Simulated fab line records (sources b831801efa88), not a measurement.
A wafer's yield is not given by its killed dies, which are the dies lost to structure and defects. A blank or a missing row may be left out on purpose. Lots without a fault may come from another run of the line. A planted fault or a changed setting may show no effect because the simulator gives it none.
What tool caused it? || flow sky130 || 14 lots, 42 wafers sampled, at 4 steps of a route of 708

== WHAT THE GAUGES SHOWED, per wafer ==
SKY_VIA4_BOW_MEAS_03. Usual: for VIA4_BOW the level is 83 um and the standard deviation is 8.5.
{"lot": "L687", "measured": "day 43 00:44", "on": "film_metro-01", "VIA4_BOW (um)": "89 84 87", "flag": ""}
{"lot": "L688", "measured": "day 42 21:12", "on": "film_metro-01", "VIA4_BOW (um)": "78 90 81", "flag": ""}
{"lot": "L690", "measured": "day 43 04:40", "on": "film_metro-03", "VIA4_BOW (um)": "88 84 83", "flag": ""}
{"lot": "L691", "measured": "day 43 11:21", "on": "film_metro-03", "VIA4_BOW (um)": "77 61 68", "flag": ""}
{"lot": "L692", "measured": "day 43 11:55", "on": "film_metro-01", "VIA4_BOW (um)": "85 76 87", "flag": ""}
{"lot": "L693", "measured": "day 43 23:58", "on": "film_metro-04", "VIA4_BOW (um)": "93 81 96", "flag": ""}
{"lot": "L700", "measured": "day 46 02:37", "on": "film_metro-01", "VIA4_BOW (um)": "87 78 92", "flag": ""}
{"lot": "L701", "measured": "day 46 11:33", "on": "film_metro-01", "VIA4_BOW (um)": "81 88 78", "flag": ""}
{"lot": "L703", "measured": "day 46 13:59", "on": "film_metro-04", "VIA4_BOW (um)": "86 85 82", "flag": ""}
{"lot": "L704", "measured": "day 46 22:48", "on": "film_metro-01", "VIA4_BOW (um)": "73 83 87", "flag": ""}
{"lot": "L706", "measured": "day 47 07:43", "on": "film_metro-04", "VIA4_BOW (um)": "69 80 66", "flag": ""}
{"lot": "L708", "measured": "day 48 15:40", "on": "film_metro-03", "VIA4_BOW (um)": "80 69 62", "flag": ""}
{"lot": "L709", "measured": "day 48 18:19", "on": "film_metro-04", "VIA4_BOW (um)": "86 80 95", "flag": ""}
{"lot": "L707", "measured": "day 48 21:01", "on": "film_metro-03", "VIA4_BOW (um)": "91 86 77", "flag": ""}

SKY_VIA4_OVL_MEAS_11. Usual: for VIA4_OVL the level is -0.2 nm and the standard deviation is 1.5.
{"lot": "L687", "measured": "day 43 23:26", "on": "overlay-02", "VIA4_OVL (nm)": "-2.7 -3.6 -3.4", "flag": ""}
{"lot": "L688", "measured": "day 43 20:41", "on": "overlay-01", "VIA4_OVL (nm)": "-0.1 0.1 -0.1", "flag": ""}
{"lot": "L690", "measured": "day 44 03:35", "on": "overlay-01", "VIA4_OVL (nm)": "1.5 1.3 0.8", "flag": ""}
{"lot": "L691", "measured": "day 44 09:53", "on": "overlay-02", "VIA4_OVL (nm)": "3.3 1.1 1.5", "flag": ""}
{"lot": "L692", "measured": "day 44 10:47", "on": "overlay-02", "VIA4_OVL (nm)": "1.3 -1.1 0.1", "flag": ""}
{"lot": "L693", "measured": "day 44 21:57", "on": "overlay-02", "VIA4_OVL (nm)": "-2.5 -1.8 -2.1", "flag": ""}
{"lot": "L700", "measured": "day 46 22:42", "on": "overlay-02", "VIA4_OVL (nm)": "-0.5 -1.1 -1.1", "flag": ""}
{"lot": "L701", "measured": "day 47 08:20", "on": "overlay-01", "VIA4_OVL (nm)": "-0.4 0.1 0.9", "flag": ""}
{"lot": "L703", "measured": "day 47 10:21", "on": "overlay-02", "VIA4_OVL (nm)": "-2.9 -2.0 -1.7", "flag": ""}
{"lot": "L704", "measured": "day 47 18:42", "on": "overlay-01", "VIA4_OVL (nm)": "1.6 1.4 0.5", "flag": ""}
{"lot": "L706", "measured": "day 48 02:48", "on": "overlay-01", "VIA4_OVL (nm)": "-1.4 -2.4 -1.1", "flag": ""}
{"lot": "L708", "measured": "day 49 08:59", "on": "overlay-02", "VIA4_OVL (nm)": "-2.3 -1.6 -1.0", "flag": ""}
{"lot": "L709", "measured": "day 49 11:23", "on": "overlay-01", "VIA4_OVL (nm)": "1.5 2.2 2.9", "flag": ""}
{"lot": "L707", "measured": "day 49 14:36", "on": "overlay-02", "VIA4_OVL (nm)": "-1.6 -1.9 0.0", "flag": ""}

SKY_METAL5_THK_MEAS_06: measures by xrf. Usual: for METAL5_ALCU_THK the level is 1137 nm and the standard deviation is 14.
{"lot": "L687", "measured": "day 44 01:36", "on": "film_metro-01", "METAL5_ALCU_THK (nm)": "1139 1137 1136", "flag": ""}
{"lot": "L688", "measured": "day 43 22:25", "on": "film_metro-03", "METAL5_ALCU_THK (nm)": "1114 1140 1109", "flag": ""}
{"lot": "L690", "measured": "day 44 05:19", "on": "film_metro-02", "METAL5_ALCU_THK (nm)": "1139 1160 1132", "flag": ""}
{"lot": "L691", "measured": "day 44 11:34", "on": "film_metro-01", "METAL5_ALCU_THK (nm)": "1135 1134 1130", "flag": ""}
{"lot": "L692", "measured": "day 44 12:31", "on": "film_metro-01", "METAL5_ALCU_THK (nm)": "1114 1121 1124", "flag": ""}
{"lot": "L693", "measured": "day 44 23:40", "on": "film_metro-02", "METAL5_ALCU_THK (nm)": "1165 1125 1148", "flag": ""}
{"lot": "L700", "measured": "day 47 00:23", "on": "film_metro-01", "METAL5_ALCU_THK (nm)": "1121 1139 1128", "flag": ""}
{"lot": "L701", "measured": "day 47 10:02", "on": "film_metro-03", "METAL5_ALCU_THK (nm)": "1137 1140 1131", "flag": ""}
{"lot": "L703", "measured": "day 47 12:28", "on": "film_metro-03", "METAL5_ALCU_THK (nm)": "1138 1137 1138", "flag": ""}
{"lot": "L704", "measured": "day 47 20:34", "on": "film_metro-01", "METAL5_ALCU_THK (nm)": "1157 1139 1152", "flag": ""}
{"lot": "L706", "measured": "day 48 04:29", "on": "film_metro-03", "METAL5_ALCU_THK (nm)": "1117 1122 1113", "flag": ""}
{"lot": "L708", "measured": "day 49 10:41", "on": "film_metro-02", "METAL5_ALCU_THK (nm)": "1121 1113 1119", "flag": ""}
{"lot": "L709", "measured": "day 49 13:08", "on": "film_metro-01", "METAL5_ALCU_THK (nm)": "1157 1136 1150", "flag": ""}
{"lot": "L707", "measured": "day 49 16:38", "on": "film_metro-03", "METAL5_ALCU_THK (nm)": "1147 1133 1137", "flag": ""}

== EACH LOT AND THE TOOL THAT RAN IT (in order: tool; ch and the chambers of the sampled wafers; start) ==
{"lot": "L687", "SKY_SONOS_ONO_ETCH_15": "rie_diel-04 ch 0,2, day 13 14:10"}
{"lot": "L688", "SKY_SONOS_ONO_ETCH_15": "rie_diel-01 ch 1,3, day 13 14:28"}
{"lot": "L690", "SKY_SONOS_ONO_ETCH_15": "rie_diel-01 ch 0,2,3, day 14 04:04"}
{"lot": "L691", "SKY_SONOS_ONO_ETCH_15": "rie_diel-04 ch 1,2,3, day 14 10:53"}
{"lot": "L692", "SKY_SONOS_ONO_ETCH_15": "rie_diel-01 ch 1,2,3, day 14 11:38"}
{"lot": "L693", "SKY_SONOS_ONO_ETCH_15": "rie_diel-01 ch 0,1,3, day 15 01:58"}
{"lot": "L700", "SKY_SONOS_ONO_ETCH_15": "rie_diel-02 ch 0,2,3, day 17 16:11"}
{"lot": "L701", "SKY_SONOS_ONO_ETCH_15": "rie_diel-01 ch 0,1,2, day 18 05:10"}
{"lot": "L703", "SKY_SONOS_ONO_ETCH_15": "rie_diel-04 ch 0,1,2, day 18 14:49"}
{"lot": "L704", "SKY_SONOS_ONO_ETCH_15": "rie_diel-04 ch 0,2, day 19 02:58"}
{"lot": "L706", "SKY_SONOS_ONO_ETCH_15": "rie_diel-02 ch 0,1, day 19 14:25"}
{"lot": "L708", "SKY_SONOS_ONO_ETCH_15": "rie_diel-02 ch 0,2,3, day 21 22:17"}
{"lot": "L709", "SKY_SONOS_ONO_ETCH_15": "rie_diel-01 ch 1,2, day 21 22:53"}
{"lot": "L707", "SKY_SONOS_ONO_ETCH_15": "rie_diel-04 ch 0,1,2, day 21 23:07"}
- SKY_SONOS_ONO_ETCH_15: etches the open film in CHF3/O2, target depth 19.52 nm, time 7.8 s.

== WHAT THE TOOLS THEMSELVES READ (means of the sampled wafers that have a number; where no wafer has one, the mark that the record gives instead) ==
SKY_SONOS_ONO_ETCH_15. Usual: drypump_motor_current_A 5.8 A, standard deviation 0.34; oes_product_au 1.006 a.u., standard deviation 0.011; throttle_valve_pct 8.827 %, standard deviation 0.0099.
{"lot": "L687", "tool": "rie_diel-04", "drypump_motor_current_A (A)": 6.2, "oes_product_au (a.u.)": 1.022, "throttle_valve_pct (%)": 8.841, "flag": ""}
{"lot": "L688", "tool": "rie_diel-01", "drypump_motor_current_A (A)": 5.7, "oes_product_au (a.u.)": 1.012, "throttle_valve_pct (%)": 8.822, "flag": ""}
{"lot": "L690", "tool": "rie_diel-01", "drypump_motor_current_A (A)": 5.4, "oes_product_au (a.u.)": 1.015, "throttle_valve_pct (%)": 8.829, "flag": ""}
{"lot": "L691", "tool": "rie_diel-04", "drypump_motor_current_A (A)": 6.1, "oes_product_au (a.u.)": 1.006, "throttle_valve_pct (%)": 8.826, "flag": ""}
{"lot": "L692", "tool": "rie_diel-01", "drypump_motor_current_A (A)": 5.5, "oes_product_au (a.u.)": 1.012, "throttle_valve_pct (%)": 8.824, "flag": ""}
{"lot": "L693", "tool": "rie_diel-01", "drypump_motor_current_A (A)": 5.6, "oes_product_au (a.u.)": 1.007, "throttle_valve_pct (%)": 8.839, "flag": ""}
{"lot": "L700", "tool": "rie_diel-02", "drypump_motor_current_A (A)": 5.7, "oes_product_au (a.u.)": 1.005, "throttle_valve_pct (%)": 8.832, "flag": ""}
{"lot": "L701", "tool": "rie_diel-01", "drypump_motor_current_A (A)": 5.8, "oes_product_au (a.u.)": 1.001, "throttle_valve_pct (%)": 8.829, "flag": ""}
{"lot": "L703", "tool": "rie_diel-04", "drypump_motor_current_A (A)": 6.0, "oes_product_au (a.u.)": 1.008, "throttle_valve_pct (%)": 8.827, "flag": ""}
{"lot": "L704", "tool": "rie_diel-04", "drypump_motor_current_A (A)": 6.2, "oes_product_au (a.u.)": 1.010, "throttle_valve_pct (%)": 8.831, "flag": ""}
{"lot": "L706", "tool": "rie_diel-02", "drypump_motor_current_A (A)": 5.8, "oes_product_au (a.u.)": 1.003, "throttle_valve_pct (%)": 8.835, "flag": ""}
{"lot": "L708", "tool": "rie_diel-02", "drypump_motor_current_A (A)": 5.7, "oes_product_au (a.u.)": 1.000, "throttle_valve_pct (%)": 8.813, "flag": ""}
{"lot": "L709", "tool": "rie_diel-01", "drypump_motor_current_A (A)": 5.9, "oes_product_au (a.u.)": 0.994, "throttle_valve_pct (%)": 8.821, "flag": ""}
{"lot": "L707", "tool": "rie_diel-04", "drypump_motor_current_A (A)": 6.0, "oes_product_au (a.u.)": 1.001, "throttle_valve_pct (%)": 8.828, "flag": ""}

== THE ANSWER, worked out from the rows above alone ==
Rule: lot off if the mean of its wafers having a number is beyond 3 standard deviations from the usual mean. Also off: a lot with no number at a reading for which 4 or more lots have one. All remaining lots with rows at the step are treated as sound. The gauges are gone through in route order, then the tools' own readings, and for those a lot's mean is taken as printed above. The first step at which some lot is off is used, and at that step the reading that is off furthest; a lot without a number counts as furthest.
No lot is off on any of the readings shown, so nothing can be concluded from this.

== WHAT THE SIMULATOR HAD PUT IN ==
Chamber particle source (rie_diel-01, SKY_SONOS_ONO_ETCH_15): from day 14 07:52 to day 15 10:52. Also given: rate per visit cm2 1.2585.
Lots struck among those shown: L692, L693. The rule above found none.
